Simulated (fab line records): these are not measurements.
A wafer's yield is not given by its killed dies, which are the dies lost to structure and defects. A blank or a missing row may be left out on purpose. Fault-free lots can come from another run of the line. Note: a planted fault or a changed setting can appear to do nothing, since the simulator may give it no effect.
Matching of chambers -- flow sky130 -- 4 sister chambers for SKY_VIA3_CMP_24 on cmp-02
The step polishes, stops on SiO2, t overpolish 20 s, target thk 0 nm. 8 wafers are shown with their chamber, then 7 later ones without.

== WAFERS WITH THEIR CHAMBER ==
wafer,chamber,motor_current_A (A),time_to_endpoint_s (s)
L536.1,2,10.6,96
L537.6,1,10.9,94
L540.1,0,10.2,93
L541.1,3,12.9,90
L541.3,0,9.8,90
L541.6,3,12.1,90
L542.3,2,10.0,102
L542.5,1,11.3,102

== WAFERS MISSING THEIR CHAMBER ==
wafer,motor_current_A (A),time_to_endpoint_s (s)
L542.6,9.9,101
L543.1,10.0,99
L543.2,10.0,89
L543.4,11.1,94
L548.3,11.3,94
L548.4,9.6,92
L548.6,9.9,87

== EACH ONE'S CHAMBER ==
wafer,from the rows above,in truth
L542.6,can't be placed: 2 or 0 or 1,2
L543.1,can't be placed: 2 or 0 or 1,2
L543.2,0,0
L543.4,can't be placed: 1 or 2 or 0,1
L548.3,can't be placed: 1 or 2 or 3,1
L548.4,can't be placed: 0 or 2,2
L548.6,0,0
Placed correctly: 2 of 7. Can't be placed from these rows: 5 (the true chamber is among the candidates in 5). Wrongly placed: 0.
How it was worked out, from the rows above alone: a wafer's distance from a chamber is the root of the sum, over the readings, of the square of ((its reading less the chamber's mean) divided by the reading's scatter). If the next closest chamber is less than 2 further off than the closest, the wafer can't be placed; otherwise it belongs to the closest. For every chamber, the mean is computed from those of its wafers that are shown. How the scatter is found: for the shown wafers, subtract from each reading the mean of its chamber, square and add these, divide the total by (wafers less chambers), then take the root.
